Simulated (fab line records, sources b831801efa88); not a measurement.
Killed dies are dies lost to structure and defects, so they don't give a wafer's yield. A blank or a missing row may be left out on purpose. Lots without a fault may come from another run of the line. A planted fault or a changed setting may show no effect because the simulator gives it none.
Which tool did it? | flow sky130 | 15 lots, 45 wafers sampled, at 4 steps of a route of 708

WHAT THE GAUGES READ, wafer by wafer
SKY_POLY_GATE_THK_MEAS_01.
lot  | measured     | on            | POLY_GATE_CVD_00_THK (nm)
L498 | day 15 00:21 | film_metro-02 | 180.4 179.7 179.8
L499 | day 15 01:33 | film_metro-04 | 177.7 178.9 177.4
L500 | day 15 17:53 | film_metro-03 | 178.3 179.0 178.1
L501 | day 15 22:09 | film_metro-02 | 180.4 178.8 180.4
L502 | day 16 03:13 | film_metro-03 | 177.2 178.0 178.8
L504 | day 17 02:19 | film_metro-04 | 179.9 179.9 180.7
L505 | day 17 10:07 | film_metro-02 | 178.7 179.2 176.8
L508 | day 18 13:10 | film_metro-02 | 226.2 227.3 226.2
L509 | day 18 13:10 | film_metro-04 | 224.9 226.2 224.7
L510 | day 18 20:18 | film_metro-03 | 224.2 226.9 224.7
L515 | day 21 00:13 | film_metro-04 | 181.9 182.3 180.4
L516 | day 21 03:34 | film_metro-02 | 181.4 181.3 180.4
L517 | day 22 01:13 | film_metro-04 | 178.6 179.5 176.9
L518 | day 22 08:44 | film_metro-03 | 182.3 181.5 182.3
L519 | day 22 14:47 | film_metro-03 | 182.9 183.9 183.0

SKY_LDD_HVP_OVL_MEAS_07.
lot  | measured     | on         | LDD_HVP_OVL (nm)
L498 | day 22 19:57 | overlay-01 | -0.8 -0.2 0.7
L499 | day 22 19:23 | overlay-02 | -1.7 -0.6 -0.1
L500 | day 23 11:10 | overlay-01 | -0.5 -1.9 -1.6
L501 | day 23 19:30 | overlay-01 | -0.4 0.5 1.8
L502 | day 23 21:20 | overlay-02 | 2.5 2.9 5.2
L504 | day 25 02:01 | overlay-02 | 0.9 1.6 -0.2
L505 | day 25 07:12 | overlay-02 | 3.4 1.9 2.0
L508 | day 26 08:20 | overlay-02 | 0.9 0.9 1.0
L509 | day 26 10:01 | overlay-01 | 0.6 1.1 -1.7
L510 | day 26 14:44 | overlay-02 | -0.6 -1.9 -3.4
L515 | day 28 15:15 | overlay-01 | -0.6 1.2 0.8
L516 | day 28 19:00 | overlay-01 | 0.0 -0.9 1.0
L517 | day 29 13:53 | overlay-02 | -1.3 -1.0 0.1
L518 | day 29 21:44 | overlay-01 | -0.2 -0.5 0.8
L519 | day 30 05:05 | overlay-01 | 1.0 1.5 1.7

WHICH TOOL RAN EACH LOT (tool, then ch and the chambers of the sampled wafers, then the start)
lot  | SKY_DNWELL_STRIP_08                 | SKY_POLY_GATE_CVD_00
L498 | plasma_asher-02 ch 0,1, day 3 18:10 | lpcvd-01 ch 1, day 14 23:09
L499 | plasma_asher-02 ch 0,1, day 3 21:35 | lpcvd-01 ch 0, day 15 00:21
L500 | plasma_asher-03 ch 0,1, day 4 08:55 | lpcvd-01 ch 1, day 15 16:40
L501 | plasma_asher-02 ch 0,1, day 4 13:20 | lpcvd-01 ch 0, day 15 20:57
L502 | plasma_asher-04 ch 0, day 4 16:17   | lpcvd-01 ch 1, day 16 02:01
L504 | plasma_asher-03 ch 0,1, day 5 01:01 | lpcvd-01 ch 0, day 17 01:05
L505 | plasma_asher-04 ch 0,1, day 5 05:07 | lpcvd-01 ch 0, day 17 08:55
L508 | plasma_asher-02 ch 0,1, day 5 20:26 | lpcvd-01 ch 1, day 18 11:57
L509 | plasma_asher-02 ch 0,1, day 6 05:19 | lpcvd-01 ch 1, day 18 11:57
L510 | plasma_asher-03 ch 0,1, day 6 11:13 | lpcvd-01 ch 1, day 18 19:06
L515 | plasma_asher-02 ch 1, day 7 16:34   | lpcvd-01 ch 1, day 20 23:01
L516 | plasma_asher-04 ch 0,1, day 7 23:41 | lpcvd-01 ch 0, day 21 02:22
L517 | plasma_asher-04 ch 0,1, day 8 08:04 | lpcvd-01 ch 0, day 22 00:01
L518 | plasma_asher-03 ch 1, day 8 14:44   | lpcvd-01 ch 0, day 22 07:31
L519 | plasma_asher-02 ch 0,1, day 8 22:36 | lpcvd-01 ch 0, day 22 13:35
- SKY_DNWELL_STRIP_08: strips in O2/N2.
- SKY_POLY_GATE_CVD_00: deposits poly-Si, target thk 180 nm, time 720 s.

WHAT THE TOOLS THEMSELVES READ (means of the sampled wafers that have a number; where no wafer has one, the mark that the record gives instead)
SKY_DNWELL_STRIP_08.
lot  | tool            | drypump_motor_current_A (A) | o2_flow_sccm (sccm) | oes_product_au (a.u.) | strip_time_to_endpoint_s (s)
L498 | plasma_asher-02 | 6.10                        | 2995                | 0.720                 | 36.99
L499 | plasma_asher-02 | 5.98                        | 2992                | 0.721                 | 36.97
L500 | plasma_asher-03 | 5.66                        | 2994                | 0.727                 | 36.79
L501 | plasma_asher-02 | 6.03                        | 2998                | 0.720                 | 36.95
L502 | plasma_asher-04 | 5.56                        | 3003                | 0.719                 | 37.03
L504 | plasma_asher-03 | 5.89                        | 2992                | 0.725                 | 36.98
L505 | plasma_asher-04 | 5.73                        | 3005                | 0.720                 | 36.98
L508 | plasma_asher-02 | 6.13                        | 3008                | 0.722                 | 36.89
L509 | plasma_asher-02 | 6.14                        | 2990                | 0.722                 | 37.00
L510 | plasma_asher-03 | 5.66                        | 2999                | 0.727                 | 36.82
L515 | plasma_asher-02 | 6.29                        | 2992                | 0.720                 | 36.75
L516 | plasma_asher-04 | 5.91                        | 3004                | 0.720                 | 36.82
L517 | plasma_asher-04 | 5.92                        | 3007                | 0.726                 | 36.96
L518 | plasma_asher-03 | 5.42                        | 3001                | 0.725                 | 36.87
L519 | plasma_asher-02 | 6.14                        | 3002                | 0.720                 | 37.07

SKY_POLY_GATE_CVD_00.
lot  | tool     | spike_tc_bottom_C (C)
L498 | lpcvd-01 | 639.7
L499 | lpcvd-01 | 639.1
L500 | lpcvd-01 | 639.9
L501 | lpcvd-01 | 639.4
L502 | lpcvd-01 | 640.3
L504 | lpcvd-01 | 639.3
L505 | lpcvd-01 | 639.3
L508 | lpcvd-01 | 640.4
L509 | lpcvd-01 | 640.7
L510 | lpcvd-01 | 639.9
L515 | lpcvd-01 | 640.4
L516 | lpcvd-01 | 638.3
L517 | lpcvd-01 | 638.4
L518 | lpcvd-01 | 639.0
L519 | lpcvd-01 | 639.2

THE ANSWER, worked out from the rows above alone
Rule: what is usual is taken from the lots themselves. Put in order of their means at a reading, lots are off if they are a third of the lots or fewer, leave a main group of 4 or more, and stand apart from it by a gap of 3 or more times the standard deviation of the main group's means; of several such gaps the widest counts. A main group whose means are all the same, to the digits that the tables above print for the reading, isn't used. A lot without any number at a reading at which 4 lots or more have one is off too. The other lots that the step has rows for count as sound. The gauges are gone through in route order, then the tools' own readings, and for those a lot's mean is taken as printed above. The first step at which some lot is off is used, and at that step the reading that is off furthest; a lot without a number counts as furthest.
Off: L508, L509, L510, at SKY_POLY_GATE_THK_MEAS_01 (POLY_GATE_CVD_00_THK). The main group: mean 179.9 nm, standard deviation 1.7.
A tool fits if, at a process step before that reading, it ran every lot that is off, and no sound lot after the first of them. The gauges at SKY_POLY_GATE_THK_MEAS_01 are tried like those tools. None of those tried fits.

WHAT THE SIMULATOR HAD PUT IN
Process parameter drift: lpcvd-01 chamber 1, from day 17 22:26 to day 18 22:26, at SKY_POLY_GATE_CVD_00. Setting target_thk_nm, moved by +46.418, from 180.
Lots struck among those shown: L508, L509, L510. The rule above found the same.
